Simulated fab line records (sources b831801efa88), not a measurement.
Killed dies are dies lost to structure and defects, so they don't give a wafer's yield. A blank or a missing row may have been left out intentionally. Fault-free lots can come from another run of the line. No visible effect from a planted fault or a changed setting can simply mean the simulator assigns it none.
Matching of chambers :: flow gf180mcu :: GF_V5_CMP_26 on cmp-01: 4 sister chambers
The step polishes, stops on SiO2, t overpolish 15 s, target thk 0 nm. 8 wafers are shown with their chamber, then 9 later ones without.

WAFERS PAIRED WITH THEIR CHAMBERS
wafer: L992.2
chamber: 1
motorCurrentA (A): 10.8
timeToEndpointS (s): 87

wafer: L995.5
chamber: 2
motorCurrentA (A): 10.4
timeToEndpointS (s): 84

wafer: L996.1
chamber: 3
motorCurrentA (A): 12.3
timeToEndpointS (s): 90

wafer: L996.3
chamber: 0
motorCurrentA (A): 10.9
timeToEndpointS (s): 84

wafer: L996.5
chamber: 1
motorCurrentA (A): 10.9
timeToEndpointS (s): 94

wafer: L997.1
chamber: 3
motorCurrentA (A): 12.0
timeToEndpointS (s): 87

wafer: L997.2
chamber: 0
motorCurrentA (A): 10.5
timeToEndpointS (s): 87

wafer: L997.4
chamber: 2
motorCurrentA (A): 9.3
timeToEndpointS (s): 89

WAFERS WITH NO CHAMBER GIVEN
wafer: L999.1
motorCurrentA (A): 9.9
timeToEndpointS (s): 84

wafer: L999.3
motorCurrentA (A): 11.3
timeToEndpointS (s): 81

wafer: L999.6
motorCurrentA (A): 12.0
timeToEndpointS (s): 82

wafer: L100.1
motorCurrentA (A): 11.3
timeToEndpointS (s): 87

wafer: L100.3
motorCurrentA (A): 9.9
timeToEndpointS (s): 86

wafer: L100.4
motorCurrentA (A): 9.6
timeToEndpointS (s): 86

wafer: L105.1
motorCurrentA (A): 11.9
timeToEndpointS (s): 93

wafer: L105.5
motorCurrentA (A): 11.6
timeToEndpointS (s): 96

wafer: L105.6
motorCurrentA (A): 10.3
timeToEndpointS (s): 93

WHICH CHAMBER EACH WENT THROUGH
wafer: L999.1
from the rows above: can't be placed: 2 or 0
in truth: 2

wafer: L999.3
from the rows above: can't be placed: 0 or 3 or 1 or 2
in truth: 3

wafer: L999.6
from the rows above: can't be placed: 3 or 0 or 1
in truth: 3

wafer: L100.1
from the rows above: can't be placed: 0 or 1 or 3 or 2
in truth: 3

wafer: L100.3
from the rows above: can't be placed: 2 or 0
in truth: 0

wafer: L100.4
from the rows above: can't be placed: 2 or 0
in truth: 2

wafer: L105.1
from the rows above: can't be placed: 3 or 1
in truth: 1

wafer: L105.5
from the rows above: can't be placed: 1 or 3 or 0
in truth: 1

wafer: L105.6
from the rows above: can't be placed: 1 or 2 or 0
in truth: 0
Correctly placed: 0 of 9. Not placeable from these rows: 9 (in 9, the candidates include the true chamber). Placed wrongly: 0.
How it was worked out, from the rows above alone: a wafer's distance from a chamber is the root of the sum, over the readings, of the square of ((its reading less the chamber's mean) divided by the reading's scatter). If the next closest chamber is less than 2 further off than the closest, the wafer can't be placed; otherwise it belongs to the closest. For every chamber, the mean is computed from those of its wafers that are shown. The scatter: take each reading less its chamber's mean, square it, sum over the shown wafers, divide by the number of wafers less the number of chambers, and take the root.
